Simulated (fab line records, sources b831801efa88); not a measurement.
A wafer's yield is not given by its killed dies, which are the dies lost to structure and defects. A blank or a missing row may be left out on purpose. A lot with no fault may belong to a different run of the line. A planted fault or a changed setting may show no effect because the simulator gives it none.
fab line records || flow sky130
record: {"lots": 4, "wafers": 12, "last_day": 48}
route steps=708 shown METAL2@495 VIA2@507 METAL3@532 PAD_OPEN@708
lots with no fault: from the same line, run without faults
start_h: start of the lot's first displayed wafer, in hours after the record's first day || wait_h: time in hours since the lot's previous step || " as in the row above || L1.1+2: one row covering several wafers at once || - value missing, or start not given || * or withheld: withheld || < > ~ a bound
route shown NAME@n: a module of which the file shows steps, and the number in the route of the first || usual: average and standard deviation across the fault-free wafers || same: alike in all rows || chamber/n: place in a boat || sites: the reading at each site || _std_site: standard deviation of those values || _edge_site: mean of outer sites minus mean of inner sites || radius_mm: how far each site lies from the wafer's centre || mask NAME#n: copy n || behind: the tool/chamber that last shaped the wafer || hold: why the lot went on hold/how many hours it stayed there/how the hold came to an end || device: the transistor (n, p or np) that didn't switch || end of line: the same wafers' tests at the end of the route || a step with no rows: only its recipe || killed: dies that structure and defects cost at the first sort, which is not the same as the wafer's yield || map: a wafer's dies, x killed, . not, _ none there
set.NAME: the setting as run; set.NAME@STEP: as run at that earlier step || model.NAME: the simulator's own value behind a step, which no gauge read
certain route steps with their lots: each step a table, each wafer a row
services: from which hour (start_h, from the record's first day; less than 0 if before it) a tool's chamber was out of use, for how many hours, and why
== steps ==
step: SKY_METAL2_EXPOSE_12
recipe: {"mask_id": "MM2", "na": 0.8, "source_shape": "annular", "sigma_inner": 0.55, "sigma_outer": 0.85, "target_cd_nm": 140, "dose_mj": 28}
step: SKY_METAL2_PEB_13
recipe: {"peb_temp_c": "withheld", "peb_time_s": "withheld", "resist": "KrF-thick"}
step: SKY_METAL2_DEVELOP_14
recipe: {"develop_time_s": 60, "resist": "KrF-thick", "dev_temp_c": 21}
step: SKY_METAL2_DESCUM_17
recipe: {"chemistry": "O2", "source_power_w": 150, "bias_power_w": 0, "pressure_mtorr": 10, "temp_c": 40, "time_s": 8}
step: SKY_METAL2_ETCH_18
recipe: {"chemistry": "N2/H2", "target": "BARC", "ion_energy_ev": 200, "bias_w": 100, "pressure_mtorr": 30, "n2_flow_sccm": 100, "h2_flow_sccm": 200, "icp_w": 500, "stop_on": "SiO2", "time_s": 45.9, "target_depth_a": 600}
step: SKY_METAL2_METAL_ETCH_19
recipe: {"target_depth_a": 3600, "stop_on": "SiO2", "over_etch_frac": 0.3, "time_s": 78, "chemistry": "Cl2/BCl3", "resist_sidewall_deg": 88, "pressure_mtorr": 10, "icp_w": 900, "bias_w": 48.5, "Cl2_flow_sccm": 60, "bcl3_flow_sccm": 30}
step: SKY_METAL2_STRIP_20
recipe: {"chemistry": "O2/N2", "power_w": 1400, "pressure_mtorr": 1500, "platen_temp_c": "withheld", "o2_flow_sccm": 3000, "n2_flow_sccm": 300, "overash_fraction": 0.5}
step: SKY_METAL2_STRIP_21
recipe: {"chemistry": "post_etch_residue_remover", "time_s": 1200, "temp_c": 72.5}
step: SKY_METAL2_CLEAN_22
recipe: {"chemistry": "IPA", "time_s": 180, "temp_c": 25}
step: SKY_METAL2_CLEAN_23
recipe: {"chemistry": "O3/DIW", "dry": "n2_spin"}
step: SKY_VIA2_HDPCVD_00
recipe: {"material": "SiO2", "target_thk_nm": 1180, "sigma_open_frac": 0.3, "time_s": 196.7, "temp_c": 400, "sih4_flow_sccm": 60, "pressure_mtorr": 6}
usual: {"sih4_flow_sccm": "59.99/0.17"}
{"lot.wafer": "L919.1", "tool": "hdpcvd-01", "chamber": 1, "start_h": 849.23, "wait_h": 0.0, "sih4_flow_sccm": 59.93}
{"lot.wafer": "L919.2", "tool": "hdpcvd-01", "chamber": 0, "start_h": 849.23, "wait_h": 0.0, "sih4_flow_sccm": 60.00}
{"lot.wafer": "L919.3", "tool": "hdpcvd-01", "chamber": 2, "start_h": 849.23, "wait_h": 0.0, "sih4_flow_sccm": 60.04}
{"lot.wafer": "L925.3", "tool": "hdpcvd-01", "chamber": 2, "start_h": 888.21, "wait_h": 0.0, "sih4_flow_sccm": 60.02}
{"lot.wafer": "L925.5", "tool": "hdpcvd-01", "chamber": 2, "start_h": 888.21, "wait_h": 0.0, "sih4_flow_sccm": 59.98}
{"lot.wafer": "L925.6", "tool": "hdpcvd-01", "chamber": 0, "start_h": 888.21, "wait_h": 0.0, "sih4_flow_sccm": 60.07}
{"lot.wafer": "L926.3", "tool": "hdpcvd-02", "chamber": 0, "start_h": 903.61, "wait_h": 0.0, "sih4_flow_sccm": 60.05}
{"lot.wafer": "L926.4", "tool": "hdpcvd-02", "chamber": 0, "start_h": 903.61, "wait_h": 0.0, "sih4_flow_sccm": 60.18}
{"lot.wafer": "L926.5", "tool": "hdpcvd-02", "chamber": 2, "start_h": 903.61, "wait_h": 0.0, "sih4_flow_sccm": 59.71}
{"lot.wafer": "L927.1", "tool": "hdpcvd-01", "chamber": 0, "start_h": 904.47, "wait_h": 0.0, "sih4_flow_sccm": 59.97}
{"lot.wafer": "L927.3", "tool": "hdpcvd-01", "chamber": 2, "start_h": 904.47, "wait_h": 0.0, "sih4_flow_sccm": 59.89}
{"lot.wafer": "L927.4", "tool": "hdpcvd-01", "chamber": 2, "start_h": 904.47, "wait_h": 0.0, "sih4_flow_sccm": 60.12}
step: SKY_VIA2_CMP_02
recipe: {"material": "SiO2", "down_force_psi": 4, "platen_rpm": 60, "pad_velocity_m_s": 0.94248}
step: SKY_VIA2_DEHYDRATE_04
recipe: {"temp_c": 200, "time_s": 60}
step: SKY_VIA2_HMDS_05
recipe: {"prime_time_s": 60, "prime_temp_c": 120}
step: SKY_VIA2_COAT_06
recipe: {"resist": "BARC", "temp_c": "withheld", "time_s": "withheld", "spin_rpm": 3000, "resist_thk_nm": 60}
step: SKY_VIA2_COAT_07
recipe: {"resist": "KrF-thick", "spin_rpm": 3000, "resist_thk_nm": 450}
step: SKY_VIA2_SOFTBAKE_08
recipe: {"temp_c": 100, "time_s": 90, "resist": "KrF-thick"}
step: SKY_VIA2_EXPOSE_09
recipe: {"mask_id": "VIM2", "na": 0.8, "source_shape": "annular", "sigma_inner": 0.55, "sigma_outer": 0.85, "target_cd_nm": 200, "dose_mj": 38}
step: SKY_VIA2_PEB_10
recipe: {"peb_temp_c": "withheld", "peb_time_s": "withheld", "resist": "KrF-thick"}
step: SKY_VIA2_DEVELOP_11
recipe: {"develop_time_s": 60, "resist": "KrF-thick", "dev_temp_c": 21}
step: SKY_VIA2_ETCH_14
recipe: {"chemistry": "N2/H2", "target": "BARC", "ion_energy_ev": 200, "source_w": 500, "bias_w": 100, "pressure_mtorr": 30, "n2_flow_sccm": 100, "h2_flow_sccm": 200, "stop_on": "SiO2", "time_s": 45.9, "target_depth_a": 600}
step: SKY_VIA2_ETCH_15
recipe: {"target": "SiO2", "chemistry": "C4F8/O2/Ar", "target_depth_nm": 546, "stop_on": "TiN", "mask_material": "KrF-thick", "source_w": 1500, "bias_w": 1200, "pressure_mtorr": 40, "c4f8_flow_sccm": "withheld", "O2_flow_sccm": 6, "Ar_flow_sccm": 300, "time_s": 84}
step: SKY_VIA2_STRIP_16
recipe: {"chemistry": "O2/N2", "power_w": 1400, "pressure_mtorr": 1500, "platen_temp_c": "withheld", "o2_flow_sccm": 3000, "n2_flow_sccm": 300, "overash_fraction": 0.5}
step: SKY_VIA2_STRIP_17
recipe: {"chemistry": "post_etch_residue_remover", "time_s": 1200, "temp_c": 72.5}
step: SKY_VIA2_CLEAN_18
recipe: {"chemistry": "IPA", "time_s": 180, "temp_c": 25}
step: SKY_VIA2_CLEAN_19
recipe: {"chemistry": "O3/DIW", "dry": "n2_spin"}
step: SKY_VIA2_SPUTTER_20
recipe: {"material": "TiN", "target_thk_nm": 20, "chamber_pressure_pa": 5, "power_w": 4000, "time_s": 80}
step: SKY_VIA2_CVD_21
recipe: {"material": "W", "target_thk_nm": 420, "time_s": 126.4, "temp_c": 403.9, "pressure_torr": 40}
step: SKY_VIA2_CMP_24
recipe: {"stop_on": "SiO2", "t_overpolish_s": 20, "down_force_psi": 3.5, "platen_rpm": 60, "target_thk_nm": 0, "pad_velocity_m_s": 0.94248}
step: SKY_METAL3_SPUTTER_00
recipe: {"material": "Ti", "target_thk_nm": 15, "power_w": 3000, "time_s": 10, "chamber_pressure_pa": 0.4}
step: SKY_METAL3_SPUTTER_01
recipe: {"material": "TiN", "target_thk_nm": 20, "power_w": 6500, "time_s": 16.7, "chamber_pressure_pa": 0.4}
step: SKY_METAL3_SPUTTER_02
recipe: {"material": "AlCu", "target_thk_nm": 735, "power_w": 10600, "time_s": 39.1, "chamber_pressure_pa": 0.4}
step: SKY_METAL3_SPUTTER_03
recipe: {"material": "Ti", "target_thk_nm": 5, "power_w": 3000, "time_s": 3.3, "chamber_pressure_pa": 0.4}
step: SKY_METAL3_SPUTTER_04
recipe: {"material": "TiN", "target_thk_nm": 70, "power_w": 6500, "time_s": 58.3, "chamber_pressure_pa": 0.4}
step: SKY_PAD_OPEN_PROBE_99
usual: {"defect_limited_yield": "82.8/1.8", "killed_at_M0_to_M3": "42/5.8", "killed_at_M4_up": "3.0/2", "killed_at_contacts": "24/5.5", "killed_at_front_end": "15/3.9", "killed_at_other": "0.3/0.54", "killed_dies": "85/8.8", "killed_on_rim": "16/3.7", "killed_open": "47/6.8", "killed_short": "38/5.9", "sort_bin_3_pad_short": "0.9/0.41", "sort_bin_5_function": "10.1/1.4", "sort_bin_6_memory": "6.2/1.2", "sort_n_pass": "407/8.8", "sort_yield_pct": "82.8/1.8"}
same: {"gross_dies": 492, "killed_at_back_side": 0, "sort_bin_4_leakage[%]": 0, "sort_bin_8_speed[%]": 0}
{"lot.wafer": "L919.1", "tool": "prober-01", "chamber": "-", "start_h": 1095.64, "wait_h": 0.1, "hold": "-", "defect_limited_yield[%]": 80.7, "killed_at_M0_to_M3": 30, "killed_at_M4_up": 3, "killed_at_contacts": 41, "killed_at_front_end": 20, "killed_at_other": 1, "killed_dies": 95, "killed_on_rim": 17, "killed_open": 48, "killed_short": 46, "sort_bin_3_pad_short[%]": 1.2, "sort_bin_5_function[%]": 11.4, "sort_bin_6_memory[%]": 6.7, "sort_n_pass": 397, "sort_yield_pct[%]": 80.7, "model.etest.tester.sort_n_pass": 397, "model.etest.tester.sort_yield_pct": 80.69, "model.etest.tester.sort_bin_5_pct": 11.38, "model.etest.tester.sort_bin_3_pct": 1.22}
{"lot.wafer": "L919.2", "tool": "prober-01", "chamber": "-", "start_h": 1095.69, "wait_h": 0.1, "hold": "-", "defect_limited_yield[%]": 81.3, "killed_at_M0_to_M3": 42, "killed_at_M4_up": 1, "killed_at_contacts": 24, "killed_at_front_end": 25, "killed_at_other": 0, "killed_dies": 92, "killed_on_rim": 19, "killed_open": 56, "killed_short": 35, "sort_bin_3_pad_short[%]": 1.2, "sort_bin_5_function[%]": 10.8, "sort_bin_6_memory[%]": 6.7, "sort_n_pass": 400, "sort_yield_pct[%]": 81.3, "model.etest.tester.sort_n_pass": 400, "model.etest.tester.sort_yield_pct": 81.3, "model.etest.tester.sort_bin_5_pct": 10.77, "model.etest.tester.sort_bin_3_pct": 1.22}
{"lot.wafer": "L919.3", "tool": "prober-01", "chamber": "-", "start_h": 1095.74, "wait_h": 0.2, "hold": "-", "defect_limited_yield[%]": 80.7, "killed_at_M0_to_M3": 45, "killed_at_M4_up": 3, "killed_at_contacts": 26, "killed_at_front_end": 20, "killed_at_other": 1, "killed_dies": 95, "killed_on_rim": 19, "killed_open": 58, "killed_short": 34, "sort_bin_3_pad_short[%]": 0.8, "sort_bin_5_function[%]": 13.0, "sort_bin_6_memory[%]": 5.5, "sort_n_pass": 397, "sort_yield_pct[%]": 80.7, "model.etest.tester.sort_n_pass": 397, "model.etest.tester.sort_yield_pct": 80.69, "model.etest.tester.sort_bin_5_pct": 13.01, "model.etest.tester.sort_bin_3_pct": 0.813}
{"lot.wafer": "L925.3", "tool": "prober-01", "chamber": "-", "start_h": 1130.12, "wait_h": 0.2, "hold": "await_dispo/11.1h/release", "defect_limited_yield[%]": 74.4, "killed_at_M0_to_M3": 86, "killed_at_M4_up": 1, "killed_at_contacts": 22, "killed_at_front_end": 16, "killed_at_other": 1, "killed_dies": 126, "killed_on_rim": 32, "killed_open": 51, "killed_short": 35, "sort_bin_3_pad_short[%]": 4.1, "sort_bin_5_function[%]": 15.2, "sort_bin_6_memory[%]": 6.3, "sort_n_pass": 366, "sort_yield_pct[%]": 74.4, "model.etest.tester.sort_n_pass": 366, "model.etest.tester.sort_yield_pct": 74.39, "model.etest.tester.sort_bin_5_pct": 15.24, "model.etest.tester.sort_bin_3_pct": 4.065}
{"lot.wafer": "L925.5", "tool": "prober-01", "chamber": "-", "start_h": 1130.22, "wait_h": 0.2, "hold": "await_dispo/11.1h/release", "defect_limited_yield[%]": 76.4, "killed_at_M0_to_M3": 79, "killed_at_M4_up": 5, "killed_at_contacts": 19, "killed_at_front_end": 13, "killed_at_other": 0, "killed_dies": 116, "killed_on_rim": 28, "killed_open": 50, "killed_short": 25, "sort_bin_3_pad_short[%]": 3.7, "sort_bin_5_function[%]": 14.6, "sort_bin_6_memory[%]": 5.3, "sort_n_pass": 376, "sort_yield_pct[%]": 76.4, "model.etest.tester.sort_n_pass": 376, "model.etest.tester.sort_yield_pct": 76.42, "model.etest.tester.sort_bin_5_pct": 14.63, "model.etest.tester.sort_bin_3_pct": 3.659}
{"lot.wafer": "L925.6", "tool": "prober-01", "chamber": "-", "start_h": 1130.27, "wait_h": 0.2, "hold": "await_dispo/11.1h/release", "defect_limited_yield[%]": 82.5, "killed_at_M0_to_M3": 41, "killed_at_M4_up": 6, "killed_at_contacts": 23, "killed_at_front_end": 16, "killed_at_other": 0, "killed_dies": 86, "killed_on_rim": 21, "killed_open": 53, "killed_short": 33, "sort_bin_3_pad_short[%]": 1.0, "sort_bin_5_function[%]": 9.6, "sort_bin_6_memory[%]": 6.9, "sort_n_pass": 406, "sort_yield_pct[%]": 82.5, "model.etest.tester.sort_n_pass": 406, "model.etest.tester.sort_yield_pct": 82.52, "model.etest.tester.sort_bin_5_pct": 9.553, "model.etest.tester.sort_bin_3_pct": 1.016}
{"lot.wafer": "L926.3", "tool": "prober-02", "chamber": "-", "start_h": 1139.59, "wait_h": 0.2, "hold": "-", "defect_limited_yield[%]": 81.7, "killed_at_M0_to_M3": 48, "killed_at_M4_up": 1, "killed_at_contacts": 30, "killed_at_front_end": 11, "killed_at_other": 0, "killed_dies": 90, "killed_on_rim": 27, "killed_open": 59, "killed_short": 31, "sort_bin_3_pad_short[%]": 0.6, "sort_bin_5_function[%]": 11.8, "sort_bin_6_memory[%]": 5.9, "sort_n_pass": 402, "sort_yield_pct[%]": 81.7, "model.etest.tester.sort_n_pass": 402, "model.etest.tester.sort_yield_pct": 81.71, "model.etest.tester.sort_bin_5_pct": 11.79, "model.etest.tester.sort_bin_3_pct": 0.6098}
{"lot.wafer": "L926.4", "tool": "prober-02", "chamber": "-", "start_h": 1139.64, "wait_h": 0.2, "hold": "-", "defect_limited_yield[%]": 82.3, "killed_at_M0_to_M3": 39, "killed_at_M4_up": 2, "killed_at_contacts": 29, "killed_at_front_end": 17, "killed_at_other": 0, "killed_dies": 87, "killed_on_rim": 19, "killed_open": 47, "killed_short": 40, "sort_bin_3_pad_short[%]": 0.8, "sort_bin_5_function[%]": 11.0, "sort_bin_6_memory[%]": 5.9, "sort_n_pass": 405, "sort_yield_pct[%]": 82.3, "model.etest.tester.sort_n_pass": 405, "model.etest.tester.sort_yield_pct": 82.32, "model.etest.tester.sort_bin_5_pct": 10.98, "model.etest.tester.sort_bin_3_pct": 0.813}
{"lot.wafer": "L926.5", "tool": "prober-02", "chamber": "-", "start_h": 1139.69, "wait_h": 0.2, "hold": "-", "defect_limited_yield[%]": 82.5, "killed_at_M0_to_M3": 42, "killed_at_M4_up": 2, "killed_at_contacts": 26, "killed_at_front_end": 16, "killed_at_other": 0, "killed_dies": 86, "killed_on_rim": 13, "killed_open": 46, "killed_short": 40, "sort_bin_3_pad_short[%]": 0.4, "sort_bin_5_function[%]": 11.6, "sort_bin_6_memory[%]": 5.5, "sort_n_pass": 406, "sort_yield_pct[%]": 82.5, "model.etest.tester.sort_n_pass": 406, "model.etest.tester.sort_yield_pct": 82.52, "model.etest.tester.sort_bin_5_pct": 11.59, "model.etest.tester.sort_bin_3_pct": 0.4065}
{"lot.wafer": "L927.1", "tool": "prober-01", "chamber": "-", "start_h": 1139.93, "wait_h": 0.1, "hold": "await_dispo/2.8h/release", "defect_limited_yield[%]": 82.7, "killed_at_M0_to_M3": 40, "killed_at_M4_up": 5, "killed_at_contacts": 24, "killed_at_front_end": 16, "killed_at_other": 0, "killed_dies": 85, "killed_on_rim": 17, "killed_open": 39, "killed_short": 46, "sort_bin_3_pad_short[%]": 0.8, "sort_bin_5_function[%]": 10.4, "sort_bin_6_memory[%]": 6.1, "sort_n_pass": 407, "sort_yield_pct[%]": 82.7, "model.etest.tester.sort_n_pass": 407, "model.etest.tester.sort_yield_pct": 82.72, "model.etest.tester.sort_bin_5_pct": 10.37, "model.etest.tester.sort_bin_3_pct": 0.813}
{"lot.wafer": "L927.3", "tool": "prober-01", "chamber": "-", "start_h": 1140.03, "wait_h": 0.2, "hold": "await_dispo/2.8h/release", "defect_limited_yield[%]": 78.5, "killed_at_M0_to_M3": 69, "killed_at_M4_up": 3, "killed_at_contacts": 20, "killed_at_front_end": 13, "killed_at_other": 1, "killed_dies": 106, "killed_on_rim": 22, "killed_open": 38, "killed_short": 31, "sort_bin_3_pad_short[%]": 4.5, "sort_bin_5_function[%]": 11.0, "sort_bin_6_memory[%]": 6.1, "sort_n_pass": 386, "sort_yield_pct[%]": 78.5, "model.etest.tester.sort_n_pass": 386, "model.etest.tester.sort_yield_pct": 78.46, "model.etest.tester.sort_bin_5_pct": 10.98, "model.etest.tester.sort_bin_3_pct": 4.472}
{"lot.wafer": "L927.4", "tool": "prober-01", "chamber": "-", "start_h": 1140.08, "wait_h": 0.2, "hold": "await_dispo/2.8h/release", "defect_limited_yield[%]": 75.6, "killed_at_M0_to_M3": 81, "killed_at_M4_up": 2, "killed_at_contacts": 18, "killed_at_front_end": 18, "killed_at_other": 1, "killed_dies": 120, "killed_on_rim": 29, "killed_open": 45, "killed_short": 37, "sort_bin_3_pad_short[%]": 2.4, "sort_bin_5_function[%]": 15.9, "sort_bin_6_memory[%]": 6.1, "sort_n_pass": 372, "sort_yield_pct[%]": 75.6, "model.etest.tester.sort_n_pass": 372, "model.etest.tester.sort_yield_pct": 75.61, "model.etest.tester.sort_bin_5_pct": 15.85, "model.etest.tester.sort_bin_3_pct": 2.439}
killed by level:class
L919.1 CONTACT:geometric_particle:open=12 LI_CONTACT:geometric_particle:open=11 FIELD_ISO:geometric_particle:short=8 VIA3:geometric_particle:open=6 CONTACT:geometric_particle:short=6 LOCAL_INTERCONNECT:geometric_particle:short=5 LI_CONTACT:geometric_particle:short=4 VIA1:geometric_particle:open=4
L919.2 LI_CONTACT:geometric_particle:open=12 METAL1:geometric_particle:short=9 CONTACT:geometric_particle:open=9 VIA2:geometric_particle:open=9 VIA3:geometric_particle:open=6 VIA1:geometric_particle:open=6 FIELD_ISO:geometric_particle:open=5 VIA3:geometric_particle:short=5
L919.3 CONTACT:geometric_particle:open=13 METAL2:geometric_particle:short=11 LI_CONTACT:geometric_particle:open=10 VIA2:geometric_particle:open=8 VIA1:geometric_particle:open=7 METAL1:geometric_particle:short=5 VIA3:geometric_particle:open=5 FIELD_ISO:geometric_particle:open=4
L925.3 VIA2:unspecified=40 VIA1:geometric_particle:open=10 LI_CONTACT:geometric_particle:open=8 CONTACT:geometric_particle:open=8 VIA2:geometric_particle:open=7 VIA3:geometric_particle:open=6 METAL2:geometric_particle:short=5 FIELD_ISO:geometric_particle:open=4
L925.5 VIA2:unspecified=40 VIA1:geometric_particle:open=11 CONTACT:geometric_particle:open=7 LI_CONTACT:geometric_particle:open=6 VIA2:geometric_particle:open=6 METAL4:geometric_particle:short=5 VIA3:geometric_particle:open=5 POLY_CUT:geometric_particle:open=4
L925.6 VIA1:geometric_particle:open=10 VIA2:geometric_particle:open=10 CONTACT:geometric_particle:open=8 METAL1:geometric_particle:short=6 LI_CONTACT:geometric_particle:open=6 FIELD_ISO:geometric_particle:open=5 FIELD_ISO:geometric_particle:short=4 METAL1:geometric_particle:open=4
L926.3 CONTACT:geometric_particle:open=13 VIA1:geometric_particle:open=12 LI_CONTACT:geometric_particle:open=9 METAL2:geometric_particle:short=9 VIA3:geometric_particle:open=7 POLY_GATE:geometric_particle:open=5 VIA2:geometric_particle:open=5 METAL1:geometric_particle:short=4
L926.4 LI_CONTACT:geometric_particle:open=10 CONTACT:geometric_particle:open=10 POLY_GATE:geometric_particle:short=7 VIA1:geometric_particle:open=6 METAL1:geometric_particle:short=6 VIA2:geometric_particle:open=6 VIA3:geometric_particle:open=5 VIA2:geometric_particle:short=5
L926.5 CONTACT:geometric_particle:open=14 VIA3:geometric_particle:open=7 POLY_GATE:geometric_particle:short=5 METAL1:geometric_particle:short=5 VIA1:geometric_particle:open=5 METAL2:geometric_particle:short=5 FIELD_ISO:geometric_particle:short=4 METAL2:geometric_particle:open=4
L927.1 CONTACT:geometric_particle:open=8 VIA1:geometric_particle:open=8 VIA1:geometric_particle:short=7 FIELD_ISO:geometric_particle:short=5 LOCAL_INTERCONNECT:geometric_particle:short=5 VIA2:geometric_particle:short=5 VIA3:geometric_particle:open=5 FIELD_ISO:geometric_particle:open=4
L927.3 VIA2:unspecified=37 CONTACT:geometric_particle:open=9 VIA1:geometric_particle:open=8 VIA2:geometric_particle:open=7 METAL2:geometric_particle:short=5 POLY_GATE:geometric_particle:short=4 FIELD_ISO:geometric_particle:short=3 FIELD_ISO:geometric_particle:open=3
L927.4 VIA2:unspecified=38 VIA1:geometric_particle:open=11 CONTACT:geometric_particle:open=8 FIELD_ISO:geometric_particle:short=6 VIA1:geometric_particle:short=6 VIA2:geometric_particle:open=5 POLY_GATE:geometric_particle:open=4 CONTACT:geometric_particle:short=4
map L925.3 (x killed, . not)
__________xx........_________
________...x......x..._______
______.x...........xx.x._____
_____xx....x..xx..x..x...____
____.x..x......x..........___
___.......x.........x......__
__...xx.....x..x...........x_
_.x...x............x......xx.
_.x.x......xx.........x......
_.....xx.x..............x..xx
_...x.....x........x.......xx
_.x.........x...xx.x....x....
_.x......x..x...xx.......x...
_............x...x.....x.xx..
_x.x.x...x...x.x.....xx....x.
__x..x........x....x..x.x..._
___.x....x.....x..x.....x..__
____.......x..x..xxx.....x___
_____..........xxxxxxx.x.____
______.....x..xxxxxxxx.._____
________....xxxxxxxxxx_______
__________xxxxxxxxxx_________
map L927.4 (x killed, . not)
__________x...x....._________
________.......x......_______
______......x...x.....xx_____
_____......x..........x..____
____xx......xx...x.x......___
___x.xxx.x.x......x.x......__
__.....x.xx.............x..._
_..x.........x...xxx...xxx...
_.......x...x.........x...x.x
_...x.....x.................x
_x............x..x.....x.....
_..x........x.........x..x...
_....x......xx....x.........x
_....xx...............x.x..x.
_..xx........x.....x.........
__.........x.........x......_
___....x....x........xx....__
____......xx.x..xxxxxx....___
_____.........xxxxxxxxx.x____
______x........xxxxxxxxx_____
________.xx.xxxxxxxxxx_______
__________.x.xxxxxxx_________
== services ==
{"tool": "hdpcvd-02", "chamber": "-", "start_h": 857.89, "hours": 1.4, "kind": "repair"}
{"tool": "hdpcvd-02", "chamber": 1, "start_h": 861.52, "hours": 6.3, "kind": "repair"}
{"tool": "hdpcvd-02", "chamber": "-", "start_h": 888.11, "hours": 6.0, "kind": "pm"}
== key ==
first_sign: {"step": "SKY_PAD_OPEN_PROBE_99", "reading": "sort_bin_3_pad_short", "direction": "up", "sigmas": 6.9, "usual": 0.9, "struck": 3.7}
effect: {"step": "SKY_PAD_OPEN_PROBE_99", "reading": "killed_at_M0_to_M3", "direction": "up", "sigmas": 6.3, "usual": 42, "struck": 79}
model_effect: {"step": "SKY_PAD_OPEN_PROBE_99", "value": "etest.tester.sort_n_pass", "without": 410.2, "struck": 375}
met_at SKY_VIA2_HDPCVD_00
struck_wafers L925.3,L925.5,L927.3,L927.4
onset_between 849.23 888.21
fault: {"kind": "chamber_particle_source", "tool": "hdpcvd-01", "chamber": 2, "onset_h": 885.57, "steps": "SKY_VIA2_HDPCVD_00", "rate_per_visit_cm2": 2.2106, "end_h": 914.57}
